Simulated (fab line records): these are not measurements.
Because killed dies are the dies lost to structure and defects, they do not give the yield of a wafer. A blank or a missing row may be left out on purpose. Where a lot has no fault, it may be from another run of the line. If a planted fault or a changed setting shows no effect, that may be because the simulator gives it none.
fab line records ; flow sky130
record: lots: 13; wafers: 39; last_day: 50
route steps=708 shown GATE_OXIDE@201 LDD_LDN@302 SD_P@324 LI_CONTACT@365
lots untouched by any fault: they come from a run of this same line in which no faults occurred
start_h: the number of hours between the record's first day and the start of the first shown wafer of the lot ; wait_h: hours since the lot's step before ; " as in the row above ; L1.1+2: one row covering several wafers at once ; - no value, or no start was given ; * or withheld: withheld ; < > ~ a bound
route shown NAME@n: NAME is a module with steps in the file, n the number in the route of the first one ; usual: average and standard deviation across the fault-free wafers ; same: alike in all rows ; chamber/n: place in a boat ; sites: per-site readings ; _std_site: the values' standard deviation ; _edge_site: mean of outer sites minus mean of inner sites ; radius_mm: how far each site lies from the wafer's centre ; mask NAME#n: copy n ; behind: tool/chamber where the wafer was last shaped ; hold: why the lot went on hold/how many hours it stayed there/how the hold came to an end ; device: transistor that didn't switch, given as n, p or np ; end of line: tests run on the same wafers once the route is complete ; a step with no rows: only its recipe ; killed: not the wafer's yield, but the dies lost to structure and defects at the first sort ; map: a wafer's dies, x killed, . not, _ none there
set.NAME: setting as actually run; set.NAME@STEP: the setting as run at that earlier step ; model.NAME: the simulator's own value behind a step, which no gauge read
a sample of lots followed through the steps of the route, with each step as a table and each wafer as a row
services: from which hour (start_h, from the record's first day; less than 0 if before it) a tool's chamber was out of use, for how many hours, and why
== steps ==
step: SKY_GATE_OXIDE_TW_MEAS_14
usual: GATE_OXIDE_TW: 223.5/2.7
lot.wafer;tool;chamber;start_h;wait_h;GATE_OXIDE_TW
L917.1;film_metro-04;-;327.34;0.1;220.6
L917.3;film_metro-04;-;327.34;0.1;220.0
L917.5;film_metro-04;-;327.34;0.1;220.5
L918.1;film_metro-01;-;336.75;0.1;227.0
L918.2;film_metro-01;-;336.75;0.1;225.4
L918.3;film_metro-01;-;336.75;0.1;225.1
L919.2;film_metro-01;-;352.17;0.1;225.3
L919.5;film_metro-01;-;352.17;0.1;225.5
L919.6;film_metro-01;-;352.17;0.1;225.0
L922.2;film_metro-01;-;369.09;0.1;225.6
L922.5;film_metro-01;-;369.09;0.1;226.0
L922.6;film_metro-01;-;369.09;0.1;225.2
L923.3;film_metro-04;-;375.62;0.1;220.0
L923.5;film_metro-04;-;375.62;0.1;219.1
L923.6;film_metro-04;-;375.62;0.1;220.5
L924.2;film_metro-04;-;384.76;0.1;221.5
L924.5;film_metro-04;-;384.76;0.1;220.8
L924.6;film_metro-04;-;384.76;0.1;220.0
L925.4;film_metro-04;-;390.39;0.1;220.5
L925.5;film_metro-04;-;390.39;0.1;220.4
L925.6;film_metro-04;-;390.39;0.1;221.0
L926.2;film_metro-03;-;398.26;0.1;222.9
L926.3;film_metro-03;-;398.26;0.1;223.7
L926.6;film_metro-03;-;398.26;0.1;223.1
L927.1;film_metro-01;-;406.40;0.1;226.2
L927.2;film_metro-01;-;406.40;0.1;226.2
L927.3;film_metro-01;-;406.40;0.1;226.1
L929.1;film_metro-01;-;432.55;0.1;226.4
L929.2;film_metro-01;-;432.55;0.1;227.2
L929.4;film_metro-01;-;432.55;0.1;225.9
L930.2;film_metro-03;-;437.56;0.1;224.3
L930.3;film_metro-03;-;437.56;0.1;222.8
L930.6;film_metro-03;-;437.56;0.1;222.3
L931.1;film_metro-03;-;451.20;0.1;223.5
L931.5;film_metro-03;-;451.20;0.1;221.7
L931.6;film_metro-03;-;451.20;0.1;223.9
L938.1;film_metro-01;-;508.88;0.1;226.6
L938.5;film_metro-01;-;508.88;0.1;225.5
L938.6;film_metro-01;-;508.88;0.1;227.7
step: SKY_LDD_LDN_TW_MEAS_13
usual: LDD_LDN_TW: 1471/11
lot.wafer;tool;chamber;start_h;wait_h;LDD_LDN_TW
L917.1;film_metro-04;-;544.90;0.1;1462
L917.3;film_metro-04;-;544.90;0.1;1456
L917.5;film_metro-04;-;544.90;0.1;1459
L918.1;film_metro-02;-;559.49;0.1;1476
L918.2;film_metro-02;-;559.49;0.1;1481
L918.3;film_metro-02;-;559.49;0.1;1472
L919.2;film_metro-01;-;573.51;0.1;1483
L919.5;film_metro-01;-;573.51;0.1;1486
L919.6;film_metro-01;-;573.51;0.1;1479
L922.2;film_metro-04;-;588.81;0.1;1463
L922.5;film_metro-04;-;588.81;0.1;1464
L922.6;film_metro-04;-;588.81;0.1;1463
L923.3;film_metro-04;-;599.72;0.1;1465
L923.5;film_metro-04;-;599.72;0.1;1461
L923.6;film_metro-04;-;599.72;0.1;1472
L924.2;film_metro-04;-;608.51;0.1;1457
L924.5;film_metro-04;-;608.51;0.1;1459
L924.6;film_metro-04;-;608.51;0.1;1450
L925.4;film_metro-02;-;611.77;0.1;1472
L925.5;film_metro-02;-;611.77;0.1;1472
L925.6;film_metro-02;-;611.77;0.1;1466
L926.2;film_metro-04;-;620.90;0.1;1462
L926.3;film_metro-04;-;620.90;0.1;1456
L926.6;film_metro-04;-;620.90;0.1;1462
L927.1;film_metro-02;-;627.90;0.1;1474
L927.2;film_metro-02;-;627.90;0.1;1467
L927.3;film_metro-02;-;627.90;0.1;1471
L929.1;film_metro-04;-;652.49;0.1;1470
L929.2;film_metro-04;-;652.49;0.1;1474
L929.4;film_metro-04;-;652.49;0.1;1460
L930.2;film_metro-02;-;657.35;0.1;1458
L930.3;film_metro-02;-;657.35;0.1;1470
L930.6;film_metro-02;-;657.35;0.1;1472
L931.1;film_metro-04;-;668.04;0.1;1463
L931.5;film_metro-04;-;668.04;0.1;1473
L931.6;film_metro-04;-;668.04;0.1;1462
L938.1;film_metro-01;-;719.94;0.1;1482
L938.5;film_metro-01;-;719.94;0.1;1484
L938.6;film_metro-01;-;719.94;0.1;1469
step: SKY_SD_P_EXPOSE_04
recipe: mask_id: PSDM; na: 0.6; source_shape: conventional; sigma_outer: 0.6; polarization: unpolarized; target_cd_nm: 380; dose_mj: 138
usual: exposure_dose_mJ_cm2: 137.94/0.16
same: na: 0.6
lot.wafer;tool;chamber;start_h;wait_h;mask;exposure_dose_mJ_cm2
L917.1;iline_stepper-02;0;593.01;-;PSDM#0;138.03
L917.3;iline_stepper-02;0;593.01;-;PSDM#0;137.87
L917.5;iline_stepper-02;0;593.01;-;PSDM#0;138.09
L918.1;iline_stepper-02;0;606.79;-;PSDM#0;137.77
L918.2;iline_stepper-02;0;606.79;-;PSDM#0;137.97
L918.3;iline_stepper-02;0;606.79;-;PSDM#0;137.95
L919.2;iline_stepper-02;0;619.34;-;PSDM#0;137.92
L919.5;iline_stepper-02;0;619.34;-;PSDM#0;138.04
L919.6;iline_stepper-02;0;619.34;-;PSDM#0;137.93
L922.2;iline_stepper-02;0;634.65;-;PSDM#0;138.27
L922.5;iline_stepper-02;0;634.65;-;PSDM#0;138.13
L922.6;iline_stepper-02;0;634.65;-;PSDM#0;138.29
L923.3;iline_stepper-02;0;645.51;-;PSDM#0;137.83
L923.5;iline_stepper-02;0;645.51;-;PSDM#0;138.20
L923.6;iline_stepper-02;0;645.51;-;PSDM#0;138.08
L924.2;iline_stepper-02;0;653.45;-;PSDM#0;138.18
L924.5;iline_stepper-02;0;653.45;-;PSDM#0;138.03
L924.6;iline_stepper-02;0;653.45;-;PSDM#0;137.98
L925.4;iline_stepper-01;0;656.13;-;PSDM#0;137.84
L925.5;iline_stepper-01;0;656.13;-;PSDM#0;137.79
L925.6;iline_stepper-01;0;656.13;-;PSDM#0;137.87
L926.2;iline_stepper-01;0;665.48;-;PSDM#0;138.14
L926.3;iline_stepper-01;0;665.48;-;PSDM#0;138.03
L926.6;iline_stepper-01;0;665.48;-;PSDM#0;138.13
L927.1;iline_stepper-02;0;671.18;-;PSDM#0;138.00
L927.2;iline_stepper-02;0;671.18;-;PSDM#0;138.04
L927.3;iline_stepper-02;0;671.18;-;PSDM#0;138.08
L930.2;iline_stepper-01;0;714.96;-;PSDM#0;137.67
L930.3;iline_stepper-01;0;714.96;-;PSDM#0;137.63
L930.6;iline_stepper-01;0;714.96;-;PSDM#0;137.54
L929.1;iline_stepper-02;0;715.67;-;PSDM#0;138.21
L929.2;iline_stepper-02;0;715.67;-;PSDM#0;138.16
L929.4;iline_stepper-02;0;715.67;-;PSDM#0;138.16
L931.1;iline_stepper-02;0;715.91;-;PSDM_R1#0;138.03
L931.5;iline_stepper-02;0;715.91;-;PSDM_R1#0;137.99
L931.6;iline_stepper-02;0;715.91;-;PSDM_R1#0;138.11
L938.1;iline_stepper-01;0;762.78;-;PSDM#0;137.92
L938.5;iline_stepper-01;0;762.78;-;PSDM#0;137.87
L938.6;iline_stepper-01;0;762.78;-;PSDM#0;137.86
step: SKY_SD_P_CD_MEAS_07
recipe: target_cd_nm: 380
usual: cd_nm: 379.0/2.9
lot.wafer;tool;chamber;start_h;wait_h;cd_nm
L917.1;cd_sem-02;-;607.44;0.1;377.0
L917.3;cd_sem-02;-;607.44;0.1;378.6
L917.5;cd_sem-02;-;607.44;0.1;377.8
L918.1;cd_sem-02;-;621.11;0.1;380.2
L918.2;cd_sem-02;-;621.11;0.1;378.9
L918.3;cd_sem-02;-;621.11;0.1;378.4
L919.2;cd_sem-02;-;633.03;0.1;380.3
L919.5;cd_sem-02;-;633.03;0.1;377.2
L919.6;cd_sem-02;-;633.03;0.1;377.1
L922.2;cd_sem-02;-;648.81;0.1;381.8
L922.5;cd_sem-02;-;648.81;0.1;382.0
L922.6;cd_sem-02;-;648.81;0.1;381.1
L923.3;cd_sem-02;-;659.23;0.1;378.5
L923.5;cd_sem-02;-;659.23;0.1;374.7
L923.6;cd_sem-02;-;659.23;0.1;378.5
L924.2;cd_sem-02;-;666.58;0.1;381.3
L924.5;cd_sem-02;-;666.58;0.1;383.2
L924.6;cd_sem-02;-;666.58;0.1;383.0
L925.4;cd_sem-01;-;669.27;0.1;374.1
L925.5;cd_sem-01;-;669.27;0.1;376.1
L925.6;cd_sem-01;-;669.27;0.1;371.6
L926.2;cd_sem-02;-;677.73;0.1;377.9
L926.3;cd_sem-02;-;677.73;0.1;377.7
L926.6;cd_sem-02;-;677.73;0.1;377.3
L927.1;cd_sem-01;-;682.56;0.1;379.6
L927.2;cd_sem-01;-;682.56;0.1;378.4
L927.3;cd_sem-01;-;682.56;0.1;379.9
L930.2;cd_sem-01;-;729.67;0.1;383.8
L930.3;cd_sem-01;-;729.67;0.1;383.6
L930.6;cd_sem-01;-;729.67;0.1;383.9
L929.1;cd_sem-01;-;729.94;0.1;382.3
L929.2;cd_sem-01;-;729.94;0.1;384.2
L929.4;cd_sem-01;-;729.94;0.1;385.1
L931.1;cd_sem-01;-;730.24;0.1;303.5
L931.5;cd_sem-01;-;730.24;0.1;303.3
L931.6;cd_sem-01;-;730.24;0.1;302.9
L938.1;cd_sem-01;-;775.54;0.1;375.4
L938.5;cd_sem-01;-;775.54;0.1;377.3
L938.6;cd_sem-01;-;775.54;0.1;375.2
step: SKY_LI_CONTACT_BOW_MEAS_03
recipe: mode: bow
usual: LI_CONTACT_BOW: 56/6.4
lot.wafer;tool;chamber;start_h;wait_h;LI_CONTACT_BOW[um]
L917.1;film_metro-01;-;666.36;0.1;53
L917.3;film_metro-01;-;666.36;0.1;64
L917.5;film_metro-01;-;666.36;0.1;57
L918.1;film_metro-02;-;678.19;0.2;57
L918.2;film_metro-02;-;678.19;0.2;44
L918.3;film_metro-02;-;678.19;0.2;53
L919.2;film_metro-03;-;689.76;0.1;63
L919.5;film_metro-03;-;689.76;0.1;57
L919.6;film_metro-03;-;689.76;0.1;66
L922.2;film_metro-03;-;705.21;0.2;52
L922.5;film_metro-03;-;705.21;0.2;61
L922.6;film_metro-03;-;705.21;0.2;62
L923.3;film_metro-02;-;715.38;0.3;66
L923.5;film_metro-02;-;715.38;0.3;66
L923.6;film_metro-02;-;715.38;0.3;59
L924.2;film_metro-02;-;723.46;0.3;53
L924.5;film_metro-02;-;723.46;0.3;44
L924.6;film_metro-02;-;723.46;0.3;60
L925.4;film_metro-03;-;726.35;0.2;44
L925.5;film_metro-03;-;726.35;0.2;63
L925.6;film_metro-03;-;726.35;0.2;54
L926.2;film_metro-02;-;736.21;0.3;61
L926.3;film_metro-02;-;736.21;0.3;62
L926.6;film_metro-02;-;736.21;0.3;44
L927.1;film_metro-01;-;740.99;0.1;59
L927.2;film_metro-01;-;740.99;0.1;43
L927.3;film_metro-01;-;740.99;0.1;62
L930.2;film_metro-03;-;784.72;0.2;58
L930.3;film_metro-03;-;784.72;0.2;58
L930.6;film_metro-03;-;784.72;0.2;58
L929.1;film_metro-03;-;786.33;0.1;46
L929.2;film_metro-03;-;786.33;0.1;57
L929.4;film_metro-03;-;786.33;0.1;63
L931.1;film_metro-03;-;786.63;0.2;56
L931.5;film_metro-03;-;786.63;0.2;64
L931.6;film_metro-03;-;786.63;0.2;61
L938.1;film_metro-02;-;831.94;0.1;57
L938.5;film_metro-02;-;831.94;0.1;38
L938.6;film_metro-02;-;831.94;0.1;54
== services ==
tool;chamber;start_h;hours;kind
iline_stepper-02;-;577.54;2.1;pm
iline_stepper-02;-;579.62;-;consumable_replace:lamp
iline_stepper-01;-;606.53;1.7;pm
iline_stepper-01;-;611.45;-;consumable_replace:lamp
iline_stepper-01;0;614.97;-;calibration
iline_stepper-02;-;757.67;1.7;pm
== key ==
first_sign: step: SKY_SD_P_EXPOSE_04; reading: mask; direction: changed
effect: step: SKY_SD_P_CD_MEAS_07; reading: cd_nm; direction: down; sigmas: 26; usual: 379.0; struck: 303.2
met_at SKY_SD_P_EXPOSE_04
struck_lots L931
tester_left_out L931
not_acting_at SKY_GATE_OXIDE_TW_MEAS_14,SKY_LDD_LDN_TW_MEAS_13,SKY_LI_CONTACT_BOW_MEAS_03
onset_between 715.67 715.91
fault: kind: wrong_mask; tool: any; chamber: -; onset_h: 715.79; steps: SKY_SD_P_EXPOSE_04; aux_copy: PSDM_R1#0; cd_offset_nm: -76; scope: struck_lots_only
tester_left_out: of these lots the tester's yield and bins aren't shown, on N5 and GAA mostly nor the transistor test; their killed dies are dies lost to structure and defects alone, not to doping, threshold or leakage, so they don't give the yield
